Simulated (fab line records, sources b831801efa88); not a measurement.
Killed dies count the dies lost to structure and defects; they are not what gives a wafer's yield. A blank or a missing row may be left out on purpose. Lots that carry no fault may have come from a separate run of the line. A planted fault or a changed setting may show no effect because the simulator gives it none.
Split-lot experiment | flow sfq-line | 23 wafers read from 5 lots, route of 325 steps

ON THE SPLIT
At SFQ_TRILAYER_I5_LITHO_PEB_147 (peb time 60 s), the setting peb-temp-c was moved away from the recipe's 115 C on 9 of the 23 wafers read, by -2.6% to +2.6%. This setting was run at the recipe's value on the other wafers.

BETWEEN THE SPLIT AND THE READING: the file shows 1 step in between
- SFQ_TRILAYER_I5_LITHO_DEVELOP_146: time 60 s

THE READING
I5.cd-nm (the simulator's own value, which no gauge read), in nm, at SFQ_TRILAYER_I5_BARC_OPEN_VIA_ETCH_200 (etches BARC in O2, target depth 125 nm, time 41.7 s). No usual value for it is given in the file. Average 699.2 nm, standard deviation 1.5 nm, over the 14 wafers here run with the recipe.

wafer  | tool, chamber at the split | peb-temp-c as run, C | against the recipe | I5.cd-nm, nm | against lot-mates on the recipe
L074.2 | litho-track-04, 0          | 115                  | recipe             | 698.1        | -
L074.3 | litho-track-04, 0          | 115                  | recipe             | 697.9        | -
L074.4 | litho-track-04, 0          | 115                  | recipe             | 698.2        | -
L074.5 | litho-track-04, 0          | 115                  | recipe             | 698.2        | -
L074.6 | litho-track-04, 0          | 115                  | recipe             | 697.4        | -
L075.1 | litho-track-04, 0          | 115                  | recipe             | 700.4        | -
L075.3 | litho-track-04, 0          | 117.1                | +1.8%              | 736.4        | +36.9
L075.4 | litho-track-04, 0          | 115                  | recipe             | 698.5        | -
L075.5 | litho-track-04, 0          | 117.1                | +1.8%              | 735.2        | +35.8
L075.6 | litho-track-04, 0          | 117.1                | +1.8%              | 735.6        | +36.1
L078.1 | litho-track-04, 0          | 115                  | recipe             | 702.1        | -
L078.6 | litho-track-04, 0          | 115                  | recipe             | 702.1        | -
L078.2 | litho-track-04, 0          | 115                  | recipe             | 698.4        | -
L080.1 | litho-track-02, 0          | 112                  | -2.6%              | 639.4        | -60.2
L080.4 | litho-track-02, 0          | 112                  | -2.6%              | 639.4        | -60.2
L080.2 | litho-track-02, 0          | 112                  | -2.6%              | 636.8        | -62.8
L080.5 | litho-track-02, 0          | 115                  | recipe             | 700          | -
L080.6 | litho-track-02, 0          | 115                  | recipe             | 699.2        | -
L084.1 | litho-track-02, 0          | 118                  | +2.6%              | 749.1        | +49.6
L084.3 | litho-track-02, 0          | 118                  | +2.6%              | 750.3        | +50.8
L084.4 | litho-track-02, 0          | 115                  | recipe             | 698.1        | -
L084.5 | litho-track-02, 0          | 118                  | +2.6%              | 750.2        | +50.7
L084.6 | litho-track-02, 0          | 115                  | recipe             | 700.9        | -

THE FIT
A straight line over all 23 wafers: I5.cd-nm changes by +21.2 nm for each +1% of peb-temp-c; r = +1.00; the points scatter about the line by 2.7 nm.
The same after taking each lot's own level away (the mean of its wafers on the recipe; 23 wafers): +21.3 nm for each +1%; r = +1.00; scatter 2.6 nm.
Per that fit: largest peb-temp-c move, reading shift of 55 nm.
Across the lots, their own levels run from 697.96 to 700.87 nm, a range of 1.9 times the standard deviation given above.
The two slopes are in agreement: the lot-to-lot level therefore moves the slope only a little.
Check: for one of the wafers moved furthest among these (+2.6%), held out of the fit, the line's prediction against its lot-mates is +54.5 nm. It came out at +49.6 nm against them.

OTHER SPLITS ON THESE WAFERS
Before the reading, these wafers also passed through other splits. Each is held against what the fit with the lots' levels taken away leaves over:
other split on the same wafers                    | wafers away from the commonest value | r with I5.cd-nm (lot level and that fit taken away)
SFQ_TRILAYER_I4_VIA_BARC_OPEN_VIA_ETCH_146 time-s | 6                                    | -0.18
SFQ_TRILAYER_JJ_TRILAYER_DEP_SPUTTER_109 power-w  | 9                                    | +0.43
SFQ_TRILAYER_JJ_TRILAYER_DEP_SPUTTER_112 time-s   | 5                                    | +0.26
SFQ_TRILAYER_JJ_CE_LITHO_PEB_117 peb-temp-c       | 5                                    | +0.03
SFQ_TRILAYER_M5_LITHO_COAT_128 spin-rpm           | 5                                    | -0.14
SFQ_TRILAYER_M5_LITHO_COAT_123 spin-rpm           | 7                                    | +0.22
SFQ_TRILAYER_R5_DEP_SPUTTER_132 time-s            | 8                                    | +0.46
SFQ_TRILAYER_R5_LITHO_COAT_141 resist-thk-nm      | 11                                   | -0.06

FILE'S OWN FIT
I5.cd-nm changes by +21.1 nm for each +1% of peb-temp-c, r = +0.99.
